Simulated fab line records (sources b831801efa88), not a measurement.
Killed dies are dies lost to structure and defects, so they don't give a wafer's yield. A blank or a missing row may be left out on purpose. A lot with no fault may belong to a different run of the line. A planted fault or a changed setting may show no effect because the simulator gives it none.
Which tool was responsible?	flow sky130	33 wafers from 11 lots sampled at 5 of the route's 708 steps

== WHAT THE GAUGES SHOWED, per wafer ==
SKY_POLY_GATE_OVL_MEAS_14.
lot	measured	on	POLY_GATE_OVL (nm)
L998	day 16 10:49	overlay-01	-3 4 2
L999	day 16 21:49	overlay-01	9 10 1
L104	day 18 20:12	overlay-02	-2 0 -1
L108	day 20 10:45	overlay-02	-4 -5 -4
L109	day 20 18:09	overlay-01	4 1 6
L110	day 21 02:00	overlay-01	0 6 10
L114	day 22 10:13	overlay-02	6 6 -3
L117	day 23 12:08	overlay-02	5 -1 7
L118	day 23 17:58	overlay-01	-2 -2 3
L121	day 24 15:27	overlay-02	-5 -5 -3
L120	day 24 15:28	overlay-01	-5 -10 -9

SKY_RES_XHIGH_TW_MEAS_09.
lot	measured	on	RES_XHIGH_TW
L998	day 26 18:02	film metro-01	1644 1647 1649
L999	day 27 04:26	film metro-01	1638 1639 1633
L104	day 29 01:15	film metro-04	1655 1653 1646
L108	day 30 13:20	film metro-03	788 791 788
L109	day 30 19:32	film metro-04	805 822 806
L110	day 31 02:50	film metro-04	1649 1650 1663
L114	day 32 08:50	film metro-01	1655 1645 1650
L117	day 33 06:04	film metro-04	1641 1643 1644
L118	day 33 13:27	film metro-01	1630 1640 1627
L121	day 34 08:17	film metro-01	1644 1646 1633
L120	day 34 06:18	film metro-03	1630 1627 1631

SKY_SD_N_RS_MEAS_18: the measuring method here is four-point-probe.
lot	measured	on	RES_XHIGH_RS (ohm/sq)
L998	day 27 23:19	film metro-01	332.8 332.6 333.9
L999	day 28 10:09	film metro-01	334.0 334.1 333.4
L104	day 30 06:26	film metro-03	332.0 331.5 332.2
L108	day 31 18:07	film metro-03	1982.0 2001.7 2035.4
L109	day 31 22:51	film metro-04	1967.7 1876.9 1943.2
L110	day 32 07:12	film metro-01	333.8 333.3 331.8
L114	day 33 13:16	film metro-04	331.5 332.3 333.3
L117	day 34 09:58	film metro-04	333.9 333.5 334.0
L118	day 34 16:16	film metro-04	335.1 333.9 334.5
L121	day 35 11:36	film metro-01	332.4 332.0 332.4
L120	day 35 10:05	film metro-01	331.5 332.7 331.5

== WHAT TOOL EACH LOT RAN ON (gives the tool, then ch and the chambers of the sampled wafers, and finally the start) ==
lot	SKY_SD_P_STRIP_10	SKY_RES_XHIGH_IMPLANT_07
L998	plasma asher-04 ch 0,1, day 25 12:26	implanter-03 ch 0, day 26 17:47
L999	plasma asher-02 ch 0,1, day 25 23:52	implanter-03 ch 0, day 27 04:11
L104	plasma asher-02 ch 0,1, day 27 20:47	implanter-03 ch 0, day 29 01:01
L108	plasma asher-01 ch 0,1, day 29 08:37	implanter-03 ch 0, day 30 13:05
L109	plasma asher-02 ch 0,1, day 29 14:50	implanter-03 ch 0, day 30 19:17
L110	plasma asher-02 ch 0,1, day 29 23:20	implanter-02 ch 0, day 31 02:35
L114	plasma asher-04 ch 0,1, day 31 05:40	implanter-02 ch 0, day 32 08:36
L117	plasma asher-02 ch 0,1, day 32 02:53	implanter-02 ch 0, day 33 05:52
L118	plasma asher-01 ch 0,1, day 32 10:25	implanter-02 ch 0, day 33 13:14
L121	plasma asher-01 ch 0,1, day 33 05:11	implanter-03 ch 0, day 34 08:02
L120	plasma asher-01 ch 0, day 33 03:53	implanter-02 ch 0, day 34 06:04
- SKY_SD_P_STRIP_10: strips in O2/N2.
- SKY_RES_XHIGH_IMPLANT_07

== WHAT THE TOOLS THEMSELVES READ (means of the sampled wafers that have a number; where no wafer has one, the mark that the record gives instead) ==
SKY_SD_P_STRIP_10.
lot	tool	drypump motor current A (A)	oes product au (a.u.)	strip time to endpoint s (s)
L998	plasma asher-04	5.26	0.616	17.51
L999	plasma asher-02	5.63	0.622	17.57
L104	plasma asher-02	5.63	0.621	17.52
L108	plasma asher-01	5.44	0.619	17.59
L109	plasma asher-02	5.39	0.620	17.61
L110	plasma asher-02	5.37	0.614	17.57
L114	plasma asher-04	5.28	0.611	17.61
L117	plasma asher-02	5.63	0.618	17.50
L118	plasma asher-01	5.44	0.616	17.59
L121	plasma asher-01	5.44	0.615	17.60
L120	plasma asher-01	5.57	0.620	17.59

SKY_RES_XHIGH_IMPLANT_07.
lot	tool	beam on s (s)	dose ions cm2	faraday current uA
L998	implanter-03	37.1	3.6e+14	549
L999	implanter-03	35.0	3.6e+14	578
L104	implanter-03	36.3	3.6e+14	559
L108	implanter-03	9.8	3.6e+13	206
L109	implanter-03	9.9	3.6e+13	206
L110	implanter-02	42.4	3.6e+14	478
L114	implanter-02	42.0	3.6e+14	483
L117	implanter-02	41.6	3.6e+14	487
L118	implanter-02	42.0	3.6e+14	483
L121	implanter-03	36.6	3.6e+14	555
L120	implanter-02	41.8	3.6e+14	485

== THE ANSWER, worked out from the rows above alone ==
Rule: usual is defined by the lots themselves. Put in order of their means at a reading, lots are off if they are a third of the lots or fewer, leave a main group of 4 or more, and stand apart from it by a gap of 3 or more times the standard deviation of the main group's means; of several such gaps the widest counts. If all means in a main group match to the digits the tables above print for the reading, that group is not used. A lot without any number at a reading at which 4 lots or more have one is off too. Where the step has rows for the other lots, those lots are counted as sound. Order of review: gauges by route order, followed by the tools' own readings, for which a lot's mean as printed above is used. At the first step where some lot is off, the reading lying furthest off is the one used; lots without a number count as furthest.
Off: L108, L109, at SKY_RES_XHIGH_TW_MEAS_09 (RES_XHIGH_TW). Mean 1643 and standard deviation 8.1 in the main group.
A tool fits if, at a process step before that reading, it ran every lot that is off, and no sound lot after the first of them. The gauges at SKY_RES_XHIGH_TW_MEAS_09 aren't tried: what is off there is off at SKY_RES_XHIGH_IMPLANT_07 too, on other tools, and a gauge's error can't cause that. Of those tried, none fits.

== WHAT THE SIMULATOR HAD PUT IN ==
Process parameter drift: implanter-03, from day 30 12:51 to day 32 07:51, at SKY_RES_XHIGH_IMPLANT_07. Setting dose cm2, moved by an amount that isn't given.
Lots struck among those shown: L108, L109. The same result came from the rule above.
